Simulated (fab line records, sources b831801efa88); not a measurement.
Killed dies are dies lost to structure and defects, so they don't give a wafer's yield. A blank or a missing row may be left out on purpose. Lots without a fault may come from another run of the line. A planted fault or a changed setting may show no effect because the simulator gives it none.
One fault seen from 2 desks | flow gf180mcu | each desk has only its own numbers; what lay behind them comes last

THE TOOL OWNER'S DESK: pvd_sputter-03
The tool's own readings at GF_M3_SPUTTER_04 (material TiN, target thk 50 nm, time 41.7 s): means of the sampled wafers that have a number, for each lot that ran on this tool. A lot is out of limits, marked OUT, if its mean lies more than 4 standard deviations from the usual mean; the brackets give that distance.
Columns: A = throttle_valve_pct at GF_M3_SPUTTER_04, usual 30.3 %
lot  | first seen here | A
L290 | day 20 02:05    | 30.5
L303 | day 25 07:01    | 30.7
L304 | day 25 11:56    | 31.4
L307 | day 26 20:30    | 30.6
This desk's finding: nothing out of limits on any of the 4 lots.

THE METROLOGY DESK
What the gauges read, lot by lot, whatever tool the lot ran on: means of the sampled wafers that have a number. A lot is out of limits, marked OUT, if its mean lies more than 4 standard deviations from the usual mean; the brackets give that distance.
Columns: A = M3_ALCU_THK at GF_M3_THK_MEAS_06, usual 442 nm
lot  | first seen here | A
L290 | day 20 02:15    | 442
L291 | day 20 09:36    | 447
L293 | day 21 10:20    | 449
L294 | day 21 18:40    | 443
L296 | day 22 13:39    | 447
L298 | day 23 10:01    | 446
L300 | day 24 05:43    | 450
L301 | day 24 09:59    | 450
L302 | day 24 21:01    | 444
L303 | day 25 07:10    | 441
L304 | day 25 12:07    | 441
L307 | day 26 20:40    | 424
This desk's finding: nothing out of limits on any of the 12 lots.

PUT TOGETHER
The tool owner's desk saw nothing out of limits.
The metrology desk saw nothing out of limits.

WHAT THE SIMULATOR HAD PUT IN
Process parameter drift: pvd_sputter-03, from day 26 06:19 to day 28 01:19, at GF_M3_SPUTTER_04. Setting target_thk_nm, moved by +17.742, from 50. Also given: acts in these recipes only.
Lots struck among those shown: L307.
